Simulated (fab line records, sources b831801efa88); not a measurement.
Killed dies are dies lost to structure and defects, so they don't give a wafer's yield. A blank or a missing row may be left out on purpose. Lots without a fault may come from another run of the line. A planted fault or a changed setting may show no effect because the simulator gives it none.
Which tool did it? | flow gf180mcu | 14 lots, 42 wafers sampled, at 5 steps of a route of 602

WHAT THE GAUGES READ, wafer by wafer
GF_STI_BOW_MEAS_00.
lot  | measured    | on            | INCOMING_BOW (um)
L370 | day 1 10:01 | film_metro-01 | -7 8 -10
L371 | day 1 15:00 | film_metro-01 | -8 -12 11
L372 | day 1 20:01 | film_metro-01 | -2 -3 1
L373 | day 2 01:01 | film_metro-04 | -6 5 7
L375 | day 2 11:00 | film_metro-03 | -1 -11 -3
L383 | day 4 03:00 | film_metro-03 | -12 1 2
L386 | day 4 18:01 | film_metro-04 | -3 4 -6
L387 | day 4 23:02 | film_metro-03 | 7 -10 8
L388 | day 5 04:00 | film_metro-03 | 16 -8 -1
L389 | day 5 09:00 | film_metro-04 | 8 10 -3
L390 | day 5 14:00 | film_metro-03 | 1 2 2
L391 | day 5 19:02 | film_metro-04 | 10 -4 17
L392 | day 6 00:01 | film_metro-01 | 5 0 7
L393 | day 6 05:01 | film_metro-01 | 4 0 -6

GF_STI_THK_MEAS_02.
lot  | measured    | on            | STI_OXIDATION_THK (nm)
L370 | day 1 11:31 | film_metro-04 | 9.81 9.82 10.06
L371 | day 1 16:34 | film_metro-03 | 10.17 10.10 10.30
L372 | day 1 22:10 | film_metro-01 | 11.19 11.23 11.22
L373 | day 2 02:31 | film_metro-01 | 11.60 11.47 11.48
L375 | day 2 13:40 | film_metro-03 | 9.93 9.96 10.15
L383 | day 4 04:31 | film_metro-01 | 10.14 10.06 10.07
L386 | day 4 19:31 | film_metro-04 | 10.18 10.13 10.09
L387 | day 5 00:33 | film_metro-03 | 10.08 10.11 10.12
L388 | day 5 05:31 | film_metro-04 | 10.14 9.97 10.01
L389 | day 5 11:13 | film_metro-04 | 10.12 10.14 9.99
L390 | day 5 17:05 | film_metro-03 | 10.04 10.18 10.07
L391 | day 6 00:05 | film_metro-03 | 9.88 9.78 9.68
L392 | day 6 08:14 | film_metro-03 | 9.71 9.67 9.65
L393 | day 6 08:14 | film_metro-01 | 10.07 10.00 9.90

GF_STI_THK_MEAS_04.
lot  | measured    | on            | STI_CVD_03_THK (nm)
L370 | day 1 13:34 | film_metro-03 | 205.4 206.2 204.7
L371 | day 1 18:36 | film_metro-01 | 206.3 207.5 207.3
L372 | day 2 00:47 | film_metro-03 | 207.5 207.5 206.5
L373 | day 2 04:34 | film_metro-01 | 210.2 209.9 208.4
L375 | day 2 15:43 | film_metro-03 | 205.4 206.1 205.4
L383 | day 4 06:34 | film_metro-03 | 204.0 204.2 204.5
L386 | day 4 21:34 | film_metro-03 | 206.5 207.0 205.1
L387 | day 5 02:36 | film_metro-04 | 209.3 206.7 207.4
L388 | day 5 07:34 | film_metro-03 | 205.7 208.2 204.9
L389 | day 5 13:32 | film_metro-03 | 208.7 211.5 208.5
L390 | day 5 19:08 | film_metro-03 | 206.4 206.8 207.1
L391 | day 6 02:07 | film_metro-04 | 207.2 207.0 206.6
L392 | day 6 10:17 | film_metro-03 | 207.9 207.1 207.9
L393 | day 6 10:20 | film_metro-03 | 206.3 207.0 207.6

GF_DNWELL_TW_MEAS_09.
lot  | measured    | on            | DNWELL_TW
L370 | day 2 20:31 | film_metro-02 | 1396 1397 1393
L371 | day 3 01:30 | film_metro-01 | 1346 1343 1338
L372 | day 3 07:47 | film_metro-03 | 1333 1331 1331
L373 | day 3 11:25 | film_metro-03 | 1352 1349 1356
L375 | day 3 23:00 | film_metro-02 | 1395 1399 1391
L383 | day 5 15:10 | film_metro-03 | 1326 1327 1334
L386 | day 6 09:46 | film_metro-03 | 1356 1354 1355
L387 | day 6 20:43 | film_metro-02 | 1390 1391 1380
L388 | day 7 05:47 | film_metro-02 | 1388 1388 1386
L389 | day 7 08:34 | film_metro-02 | 1379 1384 1384
L390 | day 7 08:23 | film_metro-01 | 1337 1340 1334
L391 | day 7 12:50 | film_metro-01 | 1359 1365 1359
L392 | day 7 21:16 | film_metro-02 | 1386 1385 1383
L393 | day 7 22:06 | film_metro-01 | 1349 1354 1347

WHICH TOOL RAN EACH LOT (tool, then ch and the chambers of the sampled wafers, then the start)
lot  | GF_STI_OXIDATION_01
L370 | furnace-01 ch 0, day 1 10:07
L371 | furnace-01 ch 0, day 1 15:10
L372 | furnace-01 ch 0, day 1 20:46
L373 | furnace-01 ch 0, day 2 01:07
L375 | furnace-02 ch 0, day 2 12:16
L383 | furnace-02 ch 0, day 4 03:07
L386 | furnace-01 ch 0, day 4 18:07
L387 | furnace-02 ch 0, day 4 23:10
L388 | furnace-02 ch 0, day 5 04:07
L389 | furnace-02 ch 0, day 5 09:50
L390 | furnace-02 ch 0, day 5 15:41
L391 | furnace-02 ch 0, day 5 22:40
L392 | furnace-02 ch 0, day 6 06:50
L393 | furnace-02 ch 0, day 6 06:50
- GF_STI_OXIDATION_01: stabilise 600 s, purge 300 s, target thk 10 nm.

WHAT THE TOOLS THEMSELVES READ (means of the sampled wafers that have a number; where no wafer has one, the mark that the record gives instead)
GF_STI_OXIDATION_01.
lot  | tool       | spike_tc_bottom_C (C)
L370 | furnace-01 | 912.2
L371 | furnace-01 | 911.7
L372 | furnace-01 | 913.7
L373 | furnace-01 | 912.6
L375 | furnace-02 | 914.0
L383 | furnace-02 | 914.3
L386 | furnace-01 | 914.5
L387 | furnace-02 | 914.3
L388 | furnace-02 | 914.1
L389 | furnace-02 | 913.7
L390 | furnace-02 | 913.9
L391 | furnace-02 | 914.0
L392 | furnace-02 | 913.9
L393 | furnace-02 | 914.1

THE ANSWER, worked out from the rows above alone
Rule: what is usual is taken from the lots themselves. Put in order of their means at a reading, lots are off if they are a third of the lots or fewer, leave a main group of 4 or more, and stand apart from it by a gap of 3 or more times the standard deviation of the main group's means; of several such gaps the widest counts. A main group whose means are all the same, to the digits that the tables above print for the reading, isn't used. A lot without any number at a reading at which 4 lots or more have one is off too. The other lots that the step has rows for count as sound. The gauges are gone through in route order, then the tools' own readings, and for those a lot's mean is taken as printed above. The first step at which some lot is off is used, and at that step the reading that is off furthest; a lot without a number counts as furthest.
Off: L372, L373, at GF_STI_THK_MEAS_02 (STI_OXIDATION_THK). The main group: mean 10.01 nm, standard deviation 0.15.
A tool fits if, at a process step before that reading, it ran every lot that is off, and no sound lot after the first of them. The gauges at GF_STI_THK_MEAS_02 are tried like those tools. None of those tried fits.

WHAT THE SIMULATOR HAD PUT IN
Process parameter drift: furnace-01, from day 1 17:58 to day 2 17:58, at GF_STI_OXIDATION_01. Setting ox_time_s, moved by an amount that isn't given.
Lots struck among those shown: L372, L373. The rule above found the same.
